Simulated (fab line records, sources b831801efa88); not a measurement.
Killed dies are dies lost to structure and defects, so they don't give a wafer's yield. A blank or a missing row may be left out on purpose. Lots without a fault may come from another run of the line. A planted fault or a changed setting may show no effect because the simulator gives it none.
Which tool did it? | flow gf180mcu | 6 lots, 18 wafers sampled, at 3 steps of a route of 602

WHAT THE GAUGES READ, wafer by wafer
GF_VT_IMPLANT_RS_MEAS_47: measures by four-point-probe.
lot  | measured     | on            | NWELL_RS (ohm/sq)
L141 | day 9 05:31  | film_metro-02 | 486.4 484.6 486.3
L144 | day 10 03:47 | film_metro-03 | 485.2 486.4 487.3
L147 | day 11 05:28 | film_metro-02 | 488.0 488.0 487.7
L152 | day 12 10:20 | film_metro-03 | 479.0 481.5 481.2
L154 | day 13 00:44 | film_metro-03 | 482.2 480.6 480.3
L156 | day 13 10:47 | film_metro-02 | 486.5 486.5 485.3

WHICH TOOL RAN EACH LOT (tool, then ch and the chambers of the sampled wafers, then the start)
lot  | GF_NWELL_IMPLANT_09            | GF_LVPWELL_STRIP_10
L141 | implanter-04 ch 0, day 4 17:26 | plasma_asher-01 ch 0,1, day 5 07:47
L144 | implanter-02 ch 0, day 5 11:02 | plasma_asher-03 ch 0,1, day 6 01:08
L147 | implanter-04 ch 0, day 6 07:36 | plasma_asher-03 ch 0,1, day 6 22:47
L152 | implanter-02 ch 0, day 7 08:07 | plasma_asher-04 ch 0,1, day 8 00:05
L154 | implanter-02 ch 0, day 7 19:29 | plasma_asher-04 ch 1, day 8 12:33
L156 | implanter-04 ch 0, day 8 02:59 | plasma_asher-03 ch 0,1, day 8 19:24
- GF_NWELL_IMPLANT_09
- GF_LVPWELL_STRIP_10: strips in O2/N2.

THE ANSWER, worked out from the rows above alone
Rule: what is usual is taken from the lots themselves. Put in order of their means at a reading, lots are off if they are a third of the lots or fewer, leave a main group of 4 or more, and stand apart from it by a gap of 3 or more times the standard deviation of the main group's means; of several such gaps the widest counts. A main group whose means are all the same, to the digits that the tables above print for the reading, isn't used. A lot without any number at a reading at which 4 lots or more have one is off too. The other lots that the step has rows for count as sound.
Off: L152, L154, at GF_VT_IMPLANT_RS_MEAS_47 (NWELL_RS). The main group: mean 486.5 ohm/sq, standard deviation 0.82.
A tool fits if, at a process step before that reading, it ran every lot that is off, and no sound lot after the first of them. The gauges at GF_VT_IMPLANT_RS_MEAS_47 are tried like those tools. Can't be told from this: 3 tools fit, implanter-02 at GF_NWELL_IMPLANT_09, plasma_asher-04 at GF_LVPWELL_STRIP_10, film_metro-03 at GF_VT_IMPLANT_RS_MEAS_47.

WHAT THE SIMULATOR HAD PUT IN
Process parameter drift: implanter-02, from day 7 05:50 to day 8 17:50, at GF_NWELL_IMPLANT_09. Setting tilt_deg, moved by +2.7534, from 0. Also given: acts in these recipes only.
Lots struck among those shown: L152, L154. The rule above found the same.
